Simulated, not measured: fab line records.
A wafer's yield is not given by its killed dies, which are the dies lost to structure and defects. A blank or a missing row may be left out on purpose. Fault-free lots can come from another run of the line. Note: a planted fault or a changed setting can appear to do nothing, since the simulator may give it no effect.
What tool caused it? || flow gf180mcu || Sampling: 13 lots, 39 wafers, 3 of 602 route steps

WHAT THE GAUGES READ, wafer by wafer
GF_HV_LDD_TW_MEAS_11. Usual: for HV_LDD_TW the level is 2395 and the standard deviation is 10.
{"lot": "L681", "measured": "day 10 01:11", "on": "film metro-04", "HV_LDD_TW": "2409 2405 2422", "flag": ""}
{"lot": "L682", "measured": "day 10 05:23", "on": "film metro-01", "HV_LDD_TW": "2394 2403 2399", "flag": ""}
{"lot": "L684", "measured": "day 10 21:44", "on": "film metro-01", "HV_LDD_TW": "2410 2407 2403", "flag": ""}
{"lot": "L685", "measured": "day 11 03:26", "on": "film metro-04", "HV_LDD_TW": "2406 2404 2404", "flag": ""}
{"lot": "L686", "measured": "day 11 11:55", "on": "film metro-04", "HV_LDD_TW": "2401 2394 2376", "flag": ""}
{"lot": "L687", "measured": "day 11 20:32", "on": "film metro-04", "HV_LDD_TW": "2398 2385 2409", "flag": ""}
{"lot": "L692", "measured": "day 13 12:52", "on": "film metro-01", "HV_LDD_TW": "2401 2389 2384", "flag": ""}
{"lot": "L694", "measured": "day 14 08:56", "on": "film metro-01", "HV_LDD_TW": "2405 2382 2403", "flag": ""}
{"lot": "L698", "measured": "day 15 17:58", "on": "film metro-04", "HV_LDD_TW": "2407 2408 2389", "flag": ""}
{"lot": "L702", "measured": "day 16 20:11", "on": "film metro-01", "HV_LDD_TW": "2406 2398 2398", "flag": ""}
{"lot": "L701", "measured": "day 16 20:54", "on": "film metro-01", "HV_LDD_TW": "2397 2387 2392", "flag": ""}
{"lot": "L703", "measured": "day 17 01:05", "on": "film metro-04", "HV_LDD_TW": "2426 2404 2406", "flag": ""}
{"lot": "L704", "measured": "day 17 06:47", "on": "film metro-02", "HV_LDD_TW": "2386 2392 2395", "flag": ""}

GF_HV_LDD_CD_MEAS_19: the cd target is 400 nm. Usual: cd nm reads 400.3 nm (standard deviation 1.9).
{"lot": "L681", "measured": "day 10 19:01", "on": "cd sem-02", "cd nm (nm)": "404.4 402.7 403.4", "flag": ""}
{"lot": "L682", "measured": "day 10 23:34", "on": "cd sem-02", "cd nm (nm)": "402.3 400.7 402.1", "flag": ""}
{"lot": "L684", "measured": "day 11 16:10", "on": "cd sem-01", "cd nm (nm)": "399.8 400.8 401.3", "flag": ""}
{"lot": "L685", "measured": "day 11 22:34", "on": "cd sem-02", "cd nm (nm)": "401.1 399.7 399.2", "flag": ""}
{"lot": "L686", "measured": "day 12 06:43", "on": "cd sem-02", "cd nm (nm)": "401.8 401.6 400.8", "flag": ""}
{"lot": "L687", "measured": "day 12 15:54", "on": "cd sem-02", "cd nm (nm)": "402.5 401.0 401.7", "flag": ""}
{"lot": "L692", "measured": "day 14 08:49", "on": "cd sem-01", "cd nm (nm)": "399.3 401.8 401.2", "flag": ""}
{"lot": "L694", "measured": "day 15 04:38", "on": "cd sem-01", "cd nm (nm)": "399.8 401.7 400.1", "flag": ""}
{"lot": "L698", "measured": "day 16 16:18", "on": "cd sem-01", "cd nm (nm)": "399.2 397.5 400.7", "flag": ""}
{"lot": "L702", "measured": "day 17 18:56", "on": "cd sem-02", "cd nm (nm)": "403.3 402.7 398.0", "flag": ""}
{"lot": "L701", "measured": "day 17 19:18", "on": "cd sem-02", "cd nm (nm)": "398.0 400.7 398.7", "flag": ""}
{"lot": "L703", "measured": "day 17 23:55", "on": "cd sem-02", "cd nm (nm)": "394.9 399.2 395.8", "flag": ""}
{"lot": "L704", "measured": "day 18 05:16", "on": "cd sem-01", "cd nm (nm)": "399.0 399.9 400.2", "flag": ""}

WHICH TOOL RAN EACH LOT (tool, then ch and the chambers of the sampled wafers, then the start)
{"lot": "L681", "GF_HV_LDD_STRIP_10": "plasma asher-01 ch 0,1, day 10 01:05"}
{"lot": "L682", "GF_HV_LDD_STRIP_10": "plasma asher-03 ch 0,1, day 10 05:17"}
{"lot": "L684", "GF_HV_LDD_STRIP_10": "plasma asher-04 ch 0,1, day 10 21:38"}
{"lot": "L685", "GF_HV_LDD_STRIP_10": "plasma asher-04 ch 0,1, day 11 03:20"}
{"lot": "L686", "GF_HV_LDD_STRIP_10": "plasma asher-01 ch 0,1, day 11 11:49"}
{"lot": "L687", "GF_HV_LDD_STRIP_10": "plasma asher-01 ch 0,1, day 11 20:26"}
{"lot": "L692", "GF_HV_LDD_STRIP_10": "plasma asher-01 ch 0,1, day 13 12:45"}
{"lot": "L694", "GF_HV_LDD_STRIP_10": "plasma asher-01 ch 0,1, day 14 08:48"}
{"lot": "L698", "GF_HV_LDD_STRIP_10": "plasma asher-03 ch 0,1, day 15 17:51"}
{"lot": "L702", "GF_HV_LDD_STRIP_10": "plasma asher-01 ch 0, day 16 20:05"}
{"lot": "L701", "GF_HV_LDD_STRIP_10": "plasma asher-03 ch 0,1, day 16 20:48"}
{"lot": "L703", "GF_HV_LDD_STRIP_10": "plasma asher-01 ch 0,1, day 17 00:58"}
{"lot": "L704", "GF_HV_LDD_STRIP_10": "plasma asher-01 ch 0,1, day 17 06:41"}
- GF_HV_LDD_STRIP_10: strips in O2/N2.

AS READ BY THE TOOLS THEMSELVES (means over the sampled wafers that have a number; for cases with no such wafer, the mark the record gives instead)
GF_HV_LDD_STRIP_10. Usual: drypump motor current A 5.3 A, standard deviation 0.52; heater power w 341 W, standard deviation 24; n2 flow sccm 300.1 sccm, standard deviation 0.77; oes product au 0.716 a.u., standard deviation 0.0048; strip time to endpoint s 12.64 s, standard deviation 0.033.
{"lot": "L681", "tool": "plasma asher-01", "drypump motor current A (A)": 5.5, "heater power w (W)": 340, "n2 flow sccm (sccm)": 300.3, "oes product au (a.u.)": 0.719, "strip time to endpoint s (s)": 12.62, "flag": ""}
{"lot": "L682", "tool": "plasma asher-03", "drypump motor current A (A)": 5.4, "heater power w (W)": 342, "n2 flow sccm (sccm)": 300.1, "oes product au (a.u.)": 0.711, "strip time to endpoint s (s)": 12.66, "flag": ""}
{"lot": "L684", "tool": "plasma asher-04", "drypump motor current A (A)": 4.9, "heater power w (W)": 341, "n2 flow sccm (sccm)": 300.4, "oes product au (a.u.)": 0.715, "strip time to endpoint s (s)": 12.62, "flag": ""}
{"lot": "L685", "tool": "plasma asher-04", "drypump motor current A (A)": 4.9, "heater power w (W)": 343, "n2 flow sccm (sccm)": 300.8, "oes product au (a.u.)": 0.718, "strip time to endpoint s (s)": 12.60, "flag": ""}
{"lot": "L686", "tool": "plasma asher-01", "drypump motor current A (A)": 5.5, "heater power w (W)": 336, "n2 flow sccm (sccm)": 300.2, "oes product au (a.u.)": 0.720, "strip time to endpoint s (s)": 12.65, "flag": ""}
{"lot": "L687", "tool": "plasma asher-01", "drypump motor current A (A)": 5.5, "heater power w (W)": 341, "n2 flow sccm (sccm)": 300.0, "oes product au (a.u.)": 0.719, "strip time to endpoint s (s)": 12.63, "flag": ""}
{"lot": "L692", "tool": "plasma asher-01", "drypump motor current A (A)": 5.4, "heater power w (W)": 352, "n2 flow sccm (sccm)": 299.9, "oes product au (a.u.)": 0.715, "strip time to endpoint s (s)": 12.63, "flag": ""}
{"lot": "L694", "tool": "plasma asher-01", "drypump motor current A (A)": 5.4, "heater power w (W)": 359, "n2 flow sccm (sccm)": 300.3, "oes product au (a.u.)": 0.716, "strip time to endpoint s (s)": 12.64, "flag": ""}
{"lot": "L698", "tool": "plasma asher-03", "drypump motor current A (A)": 5.4, "heater power w (W)": 345, "n2 flow sccm (sccm)": 300.3, "oes product au (a.u.)": 0.719, "strip time to endpoint s (s)": 12.69, "flag": ""}
{"lot": "L702", "tool": "plasma asher-01", "drypump motor current A (A)": 5.6, "heater power w (W)": 318, "n2 flow sccm (sccm)": 300.0, "oes product au (a.u.)": 0.717, "strip time to endpoint s (s)": 12.65, "flag": ""}
{"lot": "L701", "tool": "plasma asher-03", "drypump motor current A (A)": 5.9, "heater power w (W)": 332, "n2 flow sccm (sccm)": 299.4, "oes product au (a.u.)": 0.715, "strip time to endpoint s (s)": 12.69, "flag": ""}
{"lot": "L703", "tool": "plasma asher-01", "drypump motor current A (A)": 5.5, "heater power w (W)": 332, "n2 flow sccm (sccm)": 299.6, "oes product au (a.u.)": 0.711, "strip time to endpoint s (s)": 12.60, "flag": ""}
{"lot": "L704", "tool": "plasma asher-01", "drypump motor current A (A)": 5.4, "heater power w (W)": 354, "n2 flow sccm (sccm)": 300.0, "oes product au (a.u.)": 0.711, "strip time to endpoint s (s)": 12.60, "flag": ""}

THE ANSWER, worked out from the rows above alone
Rule: a lot is off if the mean of its wafers that have a number lies more than 3 standard deviations from the usual mean. A lot without any number at a reading at which 4 lots or more have one is off too. Any other lot the step has rows for is counted as sound. The gauges are gone through in route order, then the tools' own readings, and for those a lot's mean is taken as printed above. At the first step where some lot is off, the reading lying furthest off is the one used; lots without a number count as furthest.
No lot is off on any of the readings shown, so nothing can be concluded from this.

WHAT WAS PUT IN BY THE SIMULATOR
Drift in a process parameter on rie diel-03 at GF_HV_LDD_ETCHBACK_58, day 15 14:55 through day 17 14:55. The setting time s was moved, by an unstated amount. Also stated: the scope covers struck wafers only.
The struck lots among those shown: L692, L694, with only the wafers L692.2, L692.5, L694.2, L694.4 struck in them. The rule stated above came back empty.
